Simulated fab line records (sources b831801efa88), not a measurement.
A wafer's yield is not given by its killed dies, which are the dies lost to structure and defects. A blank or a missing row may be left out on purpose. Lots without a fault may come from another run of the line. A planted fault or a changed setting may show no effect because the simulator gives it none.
A lot that was struck, set against a sound lot :: flow sky130 :: 16 out of 708 route steps
Sound: wafers L403.1, L403.5, L403.6. Struck: wafers L406.3, L406.5, L406.6. The cause is given at the end.
For every step that has rows: the tool of each side, followed by ch and its chambers, followed by its first start. Under that, the readings that differ: sound wafers :: struck wafers :: difference of the means :: sigmas: that difference in standard deviations of wafers without a fault.
alike: a reading whose means differ by less than 2 such deviations, as well as words and numbers matching on both sides. not compared: withheld readings; readings where some wafer has no value; bounds like >300 that might hide an equal value; numbers whose values overlap and for which the record gives no deviation.
Wherever a step has rows on one side only, a row that says differs or no value, or a row with sigmas, the two part there. Non-overlapping numbers with no deviation appear without sigmas and do not part them. Lack of a reading on every wafer of one side parts them only where that side has two or more wafers.

first, 5 steps without rows for these wafers: SKY_POLY_GATE_COAT_08 (resist thk 450 nm); SKY_POLY_GATE_SOFTBAKE_09 (time 90 s); SKY_POLY_GATE_EXPOSE_10 (exposes mask P1M, target cd 150 nm); SKY_POLY_GATE_PEB_11; SKY_POLY_GATE_DEVELOP_12 (develop time 60 s).
SKY_POLY_GATE_CD_MEAS_13 targets a cd of 150 nm.
  struck on cd_sem-01, day 17 10:58; sound on cd_sem-02, day 15 16:58
  alike: cd_nm
SKY_POLY_GATE_OVL_MEAS_14:
  struck on overlay-01, day 17 11:03; sound on overlay-02, day 15 17:05
  alike: POLY_GATE_OVL
SKY_POLY_GATE_ETCH_15: etches BARC in N2/H2, stops on SiO2, time 118.5 s, target depth 110 nm.
  sound on rie_diel-02 ch 0,1, day 15 17:08; struck on rie_diel-03 ch 1,2, day 17 11:04
  alike: drypump_motor_current_A, oes_product_au, throttle_valve_pct
  not compared: rf_hours_counter_h
SKY_POLY_GATE_ETCH_16: etches Si3N4 in CH3F/O2, stops on poly-Si, time 152.6 s, target depth 75 nm.
  sound on rie_diel-02 ch 0,1, day 15 17:13; struck on rie_diel-03 ch 1,2, day 17 11:09
  alike: drypump_motor_current_A, oes_product_au, throttle_valve_pct
  not compared: rf_hours_counter_h
SKY_POLY_GATE_ETCH_17: etches poly-Si in HBr/Cl2, stops on SiO2, target depth 180 nm, time 70.5 s.
  sound on rie_si-02 ch 0,1,3, day 15 17:19; struck on rie_si-02 ch 0,1,2, day 17 11:15
  alike: drypump_motor_current_A, oes_product_au, throttle_valve_pct
  not compared: rf_hours_counter_h
SKY_POLY_GATE_STRIP_18: strips in O2/N2.
  sound on plasma_asher-02 ch 0,1, day 15 17:22; struck on plasma_asher-04 ch 0,1, day 17 11:20
  alike: drypump_motor_current_A, oes_product_au, strip_time_to_endpoint_s
  not compared: rf_hours_counter_h
then, 1 step without rows for these wafers: SKY_POLY_GATE_CLEAN_19 (cleans in SC1/SC2, time 150 s).
SKY_POLY_GATE_OXIDATION_20: stabilise 600 s, purge 300 s, target thk 4 nm.
  sound on furnace-02 ch 0, day 15 19:52; struck on furnace-02 ch 0, day 17 12:38
reading: spike_tc_bottom_C (C)
sound: 861 864 862
struck: 813 812 813
difference: -50
sigmas: -14

reading: spike_tc_centre_C (C)
sound: 849.4 849.8 849.6
struck: 801.2 798.1 800.1
difference: -49.8
sigmas: -51

reading: spike_tc_lower_C (C)
sound: 851.4 850.7 850.7
struck: 801.8 801.0 800.6
difference: -49.8
sigmas: -50

reading: spike_tc_top_C (C)
sound: 860.8 858.3 860.7
struck: 811.6 811.4 810.8
difference: -48.7
sigmas: -30

reading: spike_tc_upper_C (C)
sound: 851.1 851.1 849.4
struck: 800.1 799.8 798.5
difference: -51.1
sigmas: -46

reading: tube_center_temp_C (C)
sound: 850.1 850.06 850.02
struck: 799.49 799.52 799.65
difference: -50.51
sigmas: -99 or more

reading: tube_center_temp_C_max
sound: 851.9 852.1 852.0
struck: 801.7 801.5 801.9
difference: -50.3
sigmas: -99 or more

reading: zone_power_bottom_pct (%)
sound: 21.5 21.7 21.8
struck: 18.9 19.2 18.7
difference: -2.7
sigmas: -3

reading: zone_power_lower_pct (%)
sound: 15.7 15.5 15.5
struck: 13.2 13.6 13.5
difference: -2.1
sigmas: -7

reading: zone_power_upper_pct (%)
sound: 17.30 17.11 17.12
struck: 15.11 15.21 15.31
difference: -1.97
sigmas: -7

reading: model.SiO2_of_POLY_GATE_OXIDATION_20.thk_nm (nm)
sound: 3.956 3.952 3.922
struck: 1.777 1.812 1.796
difference: -2.148
sigmas: 
SKY_POLY_GATE_THK_MEAS_21:
  struck on film_metro-02, day 17 13:54; sound on film_metro-02, day 15 21:07
reading: POLY_GATE_OXIDATION_THK (nm)
sound: 3.97 3.93 3.89
struck: 1.80 1.81 1.83
difference: -2.12
sigmas: -26
SKY_POLY_GATE_CD_MEAS_22:
  struck on cd_sem-01, day 17 14:00; sound on cd_sem-02, day 15 21:10
  alike: cd_nm
-- record jumps: 29 days separate the struck wafers' starts on either side; left off in module POLY_GATE, taken up again in module PAD_OPEN, whose first shown step is the route's number 708 --
SKY_PAD_OPEN_PROBE_99:
  struck on prober-02, day 46 14:20; sound on prober-01, day 45 10:05
reading: model.etest.tip_p.rs_ohm_sq
sound: 6853 6872 6812
struck: 6727 6698 6689
difference: -141
sigmas: 

reading: model.etest.tip_sonos.rs_ohm_sq
sound: 2777 2695 2722
struck: 2458 2408 2413
difference: -305
sigmas: 

reading: model.etest.pfet_01v8.r_on_ohm_um
sound: 2955 2952 2895
struck: 2817 2839 2826
difference: -107
sigmas: 

reading: model.etest.res_pdiff.line_ohm_um
sound: 1390 1414 1383
struck: 1270 1238 1275
difference: -135
sigmas: 

reading: model.etest.res_ndiff.line_ohm_um
sound: 776.6 779.7 767.5
struck: 729.2 701.6 728.8
difference: -54.7
sigmas: 

reading: model.etest.tip_n.rs_ohm_sq
sound: 443.1 441.6 446.1
struck: 416.6 418.4 417.6
difference: -26.1
sigmas: 

reading: model.etest.res_pdiff.rs_ohm_sq
sound: 199.8 199.2 200.8
struck: 183.5 181.4 184.9
difference: -16.7
sigmas: 

reading: model.etest.pfet_01v8.drive_ua_um
sound: 186.6 188.2 192.1
struck: 196.6 196.7 197.5
difference: +8.0
sigmas: 
  alike: killed_at_M0_to_M3, killed_at_M4_up, killed_at_contacts, killed_at_front_end, killed_at_other, killed_dies, killed_open, killed_short

WHERE THEY PART
At SKY_POLY_GATE_OXIDATION_20 first; at SKY_POLY_GATE_THK_MEAS_21 last (within this record only). Later steps at which nothing parts them and some readings are alike: SKY_POLY_GATE_CD_MEAS_22, SKY_PAD_OPEN_PROBE_99.

WHY: what the simulator had put in
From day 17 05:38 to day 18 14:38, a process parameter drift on furnace-02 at SKY_POLY_GATE_OXIDATION_20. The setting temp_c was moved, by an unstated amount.
